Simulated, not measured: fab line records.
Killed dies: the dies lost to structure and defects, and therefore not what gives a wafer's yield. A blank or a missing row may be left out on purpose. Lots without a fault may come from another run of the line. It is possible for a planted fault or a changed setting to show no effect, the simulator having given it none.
Which tool did it?	flow gf180mcu	15 lots, 45 wafers sampled, at 7 steps of a route of 602

== WHAT THE GAUGES READ, wafer by wafer ==
GF_STI_THK_MEAS_22.
lot	measured	on	STI_OXIDATION_01_THK (nm)
L806	day 2 03:50	filmMetro-04	15.2 15.1 15.2
L807	day 2 10:52	filmMetro-04	14.7 14.9 14.8
L808	day 2 13:38	filmMetro-03	15.0 15.0 15.0
L809	day 2 18:02	filmMetro-02	15.5 15.5 15.3
L810	day 2 23:48	filmMetro-03	15.0 14.8 14.7
L813	day 3 14:44	filmMetro-03	15.1 15.0 15.0
L816	day 4 08:39	filmMetro-03	15.4 15.0 15.1
L817	day 4 12:39	filmMetro-04	15.1 15.3 15.0
L819	day 4 22:05	filmMetro-04	15.5 15.4 15.4
L820	day 5 04:01	filmMetro-03	15.2 15.4 15.4
L821	day 5 08:26	filmMetro-04	14.8 14.8 15.0
L822	day 5 13:12	filmMetro-03	15.5 15.4 15.4
L823	day 5 19:20	filmMetro-02	15.4 15.1 15.1
L828	day 6 20:10	filmMetro-02	15.2 15.2 15.3
L829	day 7 04:35	filmMetro-03	14.5 14.7 14.7

GF_MVSD_OVL_MEAS_07.
lot	measured	on	MVSD_OVL (nm)
L806	day 4 09:53	overlay-01	1.9 0.3 -0.5
L807	day 4 17:20	overlay-01	-0.8 -1.4 -1.7
L808	day 4 23:15	overlay-02	-1.3 0.6 1.1
L809	day 5 02:53	overlay-02	0.2 -0.4 -0.1
L810	day 5 07:32	overlay-02	2.0 2.0 0.1
L813	day 6 03:18	overlay-01	-1.2 -2.0 -3.0
L816	day 6 23:09	overlay-01	-1.3 -0.1 -0.9
L817	day 7 02:36	overlay-01	-2.3 -2.6 -1.9
L819	day 7 14:18	overlay-01	-0.1 0.0 0.7
L820	day 7 19:32	overlay-01	0.6 1.0 -0.2
L821	day 8 01:32	overlay-02	- - -
L822	day 8 05:48	overlay-01	- - -
L823	day 8 13:21	overlay-01	- - -
L828	day 9 19:39	overlay-02	0.6 -1.8 -1.3
L829	day 10 03:26	overlay-02	0.4 0.4 0.2

GF_MVPSD_TW_MEAS_11.
lot	measured	on	MVPSD_TW
L806	day 5 00:44	filmMetro-03	547 545 546
L807	day 5 08:41	filmMetro-01	562 559 559
L808	day 5 14:27	filmMetro-01	556 561 558
L809	day 5 17:55	filmMetro-02	540 541 543
L810	day 5 22:14	filmMetro-01	560 562 563
L813	day 6 19:09	filmMetro-03	546 544 548
L816	day 7 15:05	filmMetro-03	544 540 543
L817	day 7 18:46	filmMetro-01	557 560 557
L819	day 8 06:35	filmMetro-01	556 557 555
L820	day 8 12:50	filmMetro-01	554 557 558
L821	day 8 18:35	filmMetro-02	1563 1568 1560
L822	day 8 22:35	filmMetro-01	1609 1604 1603
L823	day 9 06:56	filmMetro-01	1624 1617 1612
L828	day 10 14:31	filmMetro-02	540 542 541
L829	day 10 21:56	filmMetro-03	547 550 547

GF_VT_IMPLANT_TW_MEAS_10.
lot	measured	on	VT_IMPLANT_TW
L806	day 5 15:28	filmMetro-04	554 556 552
L807	day 5 22:59	filmMetro-01	571 567 573
L808	day 6 05:08	filmMetro-01	568 566 571
L809	day 6 08:35	filmMetro-01	567 569 569
L810	day 6 13:49	filmMetro-01	568 568 570
L813	day 7 10:48	filmMetro-04	553 556 554
L816	day 8 06:53	filmMetro-04	557 557 559
L817	day 8 11:37	filmMetro-03	556 554 553
L819	day 8 23:25	filmMetro-03	549 551 552
L820	day 9 05:53	filmMetro-03	555 559 557
L821	day 9 12:23	filmMetro-04	1591 1585 1591
L822	day 9 15:11	filmMetro-04	1590 1591 1587
L823	day 10 00:13	filmMetro-03	1581 1576 1580
L828	day 11 09:23	filmMetro-03	556 554 553
L829	day 11 16:25	filmMetro-01	568 570 567

== EACH LOT AND THE TOOL THAT RAN IT (in order: tool; ch and the chambers of the sampled wafers; start) ==
lot	GF_STI_ETCH_14	GF_STI_STRIP_15	GF_MVSD_COAT_02
L806	rieSi-01 ch 0,2, day 2 02:11	plasmaAsher-03 ch 0,1, day 2 02:16	lithoTrack-01 ch 0, day 4 02:59
L807	rieSi-01 ch 1,2,3, day 2 09:11	plasmaAsher-04 ch 0,1, day 2 09:16	lithoTrack-04 ch 0, day 4 10:30
L808	rieSi-02 ch 0,1,3, day 2 11:44	plasmaAsher-04 ch 0,1, day 2 11:49	lithoTrack-04 ch 0, day 4 15:39
L809	rieSi-02 ch 0,1,3, day 2 15:59	plasmaAsher-03 ch 0,1, day 2 16:04	lithoTrack-04 ch 0, day 4 19:31
L810	rieSi-02 ch 0,1,2, day 2 22:09	plasmaAsher-01 ch 0,1, day 2 22:13	lithoTrack-01 ch 0, day 5 00:11
L813	rieSi-01 ch 1,2, day 3 13:03	plasmaAsher-01 ch 0,1, day 3 13:10	lithoTrack-04 ch 0, day 5 19:48
L816	rieSi-02 ch 0,2, day 4 05:26	plasmaAsher-03 ch 0,1, day 4 05:31	lithoTrack-02 ch 0, day 6 14:40
L817	rieSi-02 ch 1,2, day 4 10:32	plasmaAsher-01 ch 0,1, day 4 10:39	lithoTrack-04 ch 0, day 6 18:43
L819	rieSi-01 ch 0,1,3, day 4 20:24	plasmaAsher-01 ch 0, day 4 20:28	lithoTrack-02 ch 0, day 7 05:56
L820	rieSi-01 ch 0,1,3, day 5 02:21	plasmaAsher-01 ch 0,1, day 5 02:25	lithoTrack-01 ch 0, day 7 11:16
L821	rieSi-01 ch 0,1, day 5 06:47	plasmaAsher-03 ch 0,1, day 5 06:52	lithoTrack-01, day 7 16:56
L822	rieSi-02 ch 0,1, day 5 11:33	plasmaAsher-03 ch 1, day 5 11:37	lithoTrack-04, day 7 21:33
L823	rieSi-02 ch 1,2, day 5 16:41	plasmaAsher-04 ch 0,1, day 5 16:46	lithoTrack-02, day 8 05:02
L828	rieSi-02 ch 0,2,3, day 6 18:15	plasmaAsher-04 ch 0, day 6 18:19	lithoTrack-01 ch 0, day 9 10:53
L829	rieSi-02 ch 0,2,3, day 7 01:00	plasmaAsher-01 ch 0,1, day 7 01:04	lithoTrack-04 ch 0, day 9 18:15
- GF_STI_ETCH_14: etches Si in HBr/Cl2/O2, target depth 360 nm, time 102.9 s.
- GF_STI_STRIP_15: strips in O2/N2.
- GF_MVSD_COAT_02: resist thk 3000 nm.

== AS READ BY THE TOOLS THEMSELVES (means over the sampled wafers that have a number; for cases with no such wafer, the mark the record gives instead) ==
GF_STI_ETCH_14.
lot	tool	drypumpMotorCurrentA (A)	oesProductAu (a.u.)	throttleValvePct (%)
L806	rieSi-01	5.8	1.002	25.658
L807	rieSi-01	5.7	1.000	25.658
L808	rieSi-02	5.9	0.999	25.647
L809	rieSi-02	5.9	1.000	25.655
L810	rieSi-02	5.4	1.004	25.650
L813	rieSi-01	5.8	1.003	25.652
L816	rieSi-02	5.5	1.008	25.652
L817	rieSi-02	5.2	1.006	25.646
L819	rieSi-01	5.7	1.007	25.645
L820	rieSi-01	5.7	1.000	25.651
L821	rieSi-01	5.8	0.995	25.660
L822	rieSi-02	5.5	1.004	25.643
L823	rieSi-02	5.3	1.006	25.655
L828	rieSi-02	5.8	1.016	25.644
L829	rieSi-02	5.9	1.009	25.648

GF_STI_STRIP_15.
lot	tool	drypumpMotorCurrentA (A)	heaterPowerW (W)	oesProductAu (a.u.)	platenTempC (C)	stripTimeToEndpointS (s)
L806	plasmaAsher-03	6.3	283	0.384	249.91	3.703
L807	plasmaAsher-04	5.6	317	0.385	249.94	3.725
L808	plasmaAsher-04	5.6	312	0.383	249.82	3.693
L809	plasmaAsher-03	6.4	329	0.378	249.79	3.705
L810	plasmaAsher-01	5.2	318	0.382	249.90	3.740
L813	plasmaAsher-01	5.3	291	0.382	250.07	3.699
L816	plasmaAsher-03	6.4	329	0.385	250.01	3.716
L817	plasmaAsher-01	5.3	285	0.384	250.05	3.712
L819	plasmaAsher-01	5.5	278	0.385	250.02	3.723
L820	plasmaAsher-01	5.4	292	0.386	250.03	3.738
L821	plasmaAsher-03	6.4	289	0.383	249.79	3.713
L822	plasmaAsher-03	6.5	367	0.379	249.83	3.731
L823	plasmaAsher-04	5.6	316	0.384	250.08	3.709
L828	plasmaAsher-04	6.3	300	0.384	250.27	3.710
L829	plasmaAsher-01	5.2	326	0.385	249.99	3.745

GF_MVSD_COAT_02.
lot	tool	chillPlateTempC (C)	dispensePressureKPa (kPa)
L806	lithoTrack-01	23.00	48.2
L807	lithoTrack-04	23.00	53.6
L808	lithoTrack-04	23.01	53.7
L809	lithoTrack-04	23.08	53.7
L810	lithoTrack-01	23.01	48.2
L813	lithoTrack-04	23.00	53.7
L816	lithoTrack-02	22.96	48.5
L817	lithoTrack-04	23.04	53.6
L819	lithoTrack-02	22.88	48.5
L820	lithoTrack-01	23.04	48.2
L821	lithoTrack-01	-	-
L822	lithoTrack-04	-	-
L823	lithoTrack-02	-	-
L828	lithoTrack-01	23.13	48.2
L829	lithoTrack-04	23.08	53.7

== THE ANSWER, worked out from the rows above alone ==
Rule: usual is defined by the lots themselves. The widest of any qualifying gaps counts: lots, ordered by their means at a reading, are off when they make up no more than a third of the lots, leave a main group of 4 or more, and stand apart from it by 3 or more times the standard deviation of that group's means. The tables above print the reading to a certain number of digits; a main group whose means all agree to those digits is not used. Also off: a lot with no number at a reading for which 4 or more lots have one. Where the step has rows for the other lots, those lots are counted as sound. First the gauges in route order, then the tools' own readings, where a lot's mean is used as printed above. The first step at which some lot is off is used, and at that step the reading that is off furthest; a lot without a number counts as furthest.
Off: L821, L822, L823, at GF_MVSD_OVL_MEAS_07 (MVSD_OVL). Without a number there: L821, L822, L823. The main group: mean -0.4 nm, standard deviation 1.1.
If a tool, at a process step before that reading, ran all the lots that are off and no sound lot after the first of them, it fits. The gauges at GF_MVSD_OVL_MEAS_07 aren't tried: what is off there is off at GF_MVPSD_TW_MEAS_11 too, on other tools, and a gauge's error can't cause that. Of those tried, none fits.

== WHAT THE SIMULATOR PUT IN ==
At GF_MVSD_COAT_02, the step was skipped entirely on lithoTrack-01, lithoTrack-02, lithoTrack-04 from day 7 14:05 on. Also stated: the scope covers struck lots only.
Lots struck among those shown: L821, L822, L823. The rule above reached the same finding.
